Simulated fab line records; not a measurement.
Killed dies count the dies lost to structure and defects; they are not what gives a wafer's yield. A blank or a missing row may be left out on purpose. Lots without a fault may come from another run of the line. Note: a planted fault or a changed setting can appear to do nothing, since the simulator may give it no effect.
Problem report, 8D (eight disciplines) form, completed by code ; flow gf180mcu ; the parts of the form that need people (team, actions taken, sign-off) are left out

1. WHAT WENT WRONG
MIM_CVD_05_THK at GF_MIM_THK_MEAS_06 reads a mean of 46.1 nm on 4 wafers of 2 lots; wafers without a fault read 42.0 nm with a standard deviation of 0.56. That is +7.4 standard deviations from the usual mean.
The first sign was on wafer L572.1 at day 28 01:18, on filmMetro-02. The record has a number at this step for 36 wafers belonging to 12 lots. The rule behind "out" and "out of limits": a value lying over 4 standard deviations away from the usual mean. Any other wafer with a number is counted as sound.

2. WHAT IT IS, WHAT IT ISN'T
question;is;is not
which readings at this step;MIM_CVD_05_THK;-
which lots;L572, L575;L565, L566, L567, L569, L570, L573, L580, L583, L584, L585
which wafers of those lots;L572.1, L572.2, L575.1, L575.6;L572.3, L575.3
read on which gauges;filmMetro-01, filmMetro-02;filmMetro-04
when;from day 28 01:18;"up to then (16 sound wafers); but 16 sound wafers of L573, L575, L580, L583, L584, L585 came after"

3. THE SUSPECTS, EACH WITH WHAT RULES IT OUT
Counting: if a tool at a process step up to the reading ran every lot that is out, it stays a suspect. Sound lots after the first of them don't rule it out here, since some wafers of a struck lot are sound.
- ruled out: the gauge at GF_MIM_THK_MEAS_06. 2 gauges (filmMetro-01, filmMetro-02) read the wafers that are out.
- pvdSputter-03 at GF_MIM_SPUTTER_01 (material TiN, target thk 30 nm, time 25 s): kept. It processed each lot that is out (first: L572, day 28 01:09); up to then, its last sound lot is L569 (day 27 02:55).
- pecvd-04 at GF_MIM_CVD_05 (deposits Si3N4, target thk 42 nm, time 29.086 s): kept. It processed each lot that is out (first: L572, day 28 01:16); up to then, its last sound lot is L570 (day 27 10:17).
After counting, pvdSputter-03 at GF_MIM_SPUTTER_01 and pecvd-04 at GF_MIM_CVD_05 remain.

4. THE CAUSE (what the simulator had put in)
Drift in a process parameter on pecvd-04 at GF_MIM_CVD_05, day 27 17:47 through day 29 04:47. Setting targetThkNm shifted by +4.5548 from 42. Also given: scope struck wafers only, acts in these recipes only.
This tool is one of the 2 suspects left after counting.

5. THE CHAIN OF EFFECTS, in route order
One row per reading whose mean, taken over the struck wafers that have a number, lies over 3 standard deviations from the usual. Only readings whose record carries a usual standard deviation are examined. hours: median over the lots of the time between each lot's start at the first step of this table that gives one and its start at this step. sigmas: the change, counted in usual standard deviations.
hours;step;reading;usual;on struck wafers;change;sigmas
0;GF_MIM_THK_MEAS_06;MIM_CVD_05_THK;42.0 nm;46.1;+4.1;+7.4

6. HOW IT WOULD HAVE BEEN CAUGHT EARLIER
Counted from the fault's start at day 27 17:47, it took 8 hours until the first out-of-limits reading at a measuring or inspecting step in this record, taken at day 28 01:18.
No tool reading at GF_MIM_CVD_05 that has a usual standard deviation in the record was out on any struck wafer, so an alarm limit of 4 standard deviations on those readings would not have fired.
L575, from the lots that are out (2), started GF_MIM_CVD_05 on pecvd-04 later than day 28 01:18. A hold on the tool at that time would have spared it.
